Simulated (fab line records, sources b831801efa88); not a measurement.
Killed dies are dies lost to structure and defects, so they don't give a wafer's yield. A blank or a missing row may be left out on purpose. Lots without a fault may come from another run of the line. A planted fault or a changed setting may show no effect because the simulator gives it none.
Chamber matching | flow gf180mcu | GF_STI_CMP_25 on cmp-02: 4 sister chambers
The step polishes, stops on Si3N4, t overpolish 33 s, target thk 524.6 nm. 16 wafers are shown with their chamber, then 8 later ones without.

WAFERS WITH THEIR CHAMBER
wafer  | chamber | motor_current_A (A) | retaining_ring_pressure_frac | time_to_endpoint_s (s)
L972.1 | 0       | 11.7                | 0.999                        | 119
L972.4 | 2       | 12.0                | 1.001                        | 125
L972.6 | 2       | 11.5                | 1.008                        | 121
L973.1 | 2       | 11.4                | 1.004                        | 121
L973.5 | 0       | 11.7                | 1.007                        | 117
L973.6 | 3       | 9.9                 | 0.992                        | 121
L974.1 | 1       | 11.3                | 1.000                        | 118
L974.4 | 2       | 12.7                | 0.995                        | 123
L974.5 | 2       | 11.8                | 1.004                        | 121
L976.1 | 0       | 11.8                | 0.998                        | 114
L976.5 | 1       | 10.7                | 0.998                        | 117
L976.6 | 2       | 12.5                | 0.998                        | 118
L981.2 | 0       | 11.6                | 1.001                        | 121
L981.3 | 3       | 10.0                | 0.987                        | 119
L981.6 | 1       | 11.5                | 0.997                        | 118
L984.1 | 1       | 11.0                | 1.003                        | 120

SIGNATURES (means of the wafers above)
reading                      | chamber 0 | chamber 1 | chamber 2 | chamber 3 | scatter within a chamber
motor_current_A              | 11.700    | 11.125    | 11.983    | 9.950     | 0.385
retaining_ring_pressure_frac | 1.00125   | 0.99950   | 1.00167   | 0.98950   | 0.004
time_to_endpoint_s           | 117.75    | 118.25    | 121.50    | 120.00    | 2.25
Rule: a wafer's distance from a chamber is the root of the sum, over the readings, of the square of ((its reading less the chamber's mean) divided by the reading's scatter). The wafer belongs to the nearest chamber; if the next one is less than 2 further off, it can't be placed. The scatter: the root of (the sum of the squares of (reading less its chamber's mean) over the shown wafers, divided by (wafers less chambers)).

WAFERS WITHOUT THEIR CHAMBER
wafer  | motor_current_A (A) | retaining_ring_pressure_frac | time_to_endpoint_s (s)
L984.3 | 12.2                | 1.000                        | 119
L984.4 | 11.3                | 0.993                        | 129
L985.1 | 11.5                | 0.994                        | 126
L985.3 | 10.5                | 1.001                        | 126
L985.4 | 12.1                | 0.998                        | 128
L986.2 | 11.1                | 0.998                        | 119
L986.4 | 12.3                | 1.003                        | 123
L986.6 | 12.1                | 1.002                        | 124

WHICH CHAMBER EACH WENT THROUGH
wafer  | from the rows above               | in truth
L984.3 | can't be placed: 2 or 0 or 1      | 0
L984.4 | can't be placed: 2 or 1 or 3 or 0 | 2
L985.1 | can't be placed: 2 or 1 or 0 or 3 | 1
L985.3 | can't be placed: 1 or 3 or 2 or 0 | 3
L985.4 | can't be placed: 2 or 0 or 1      | 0
L986.2 | can't be placed: 1 or 0           | 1
L986.4 | can't be placed: 2 or 0           | 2
L986.6 | can't be placed: 2 or 0           | 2
Placed correctly: 0 of 8. Can't be placed from these rows: 8 (the true chamber is among the candidates in 8). Placed wrongly: 0.
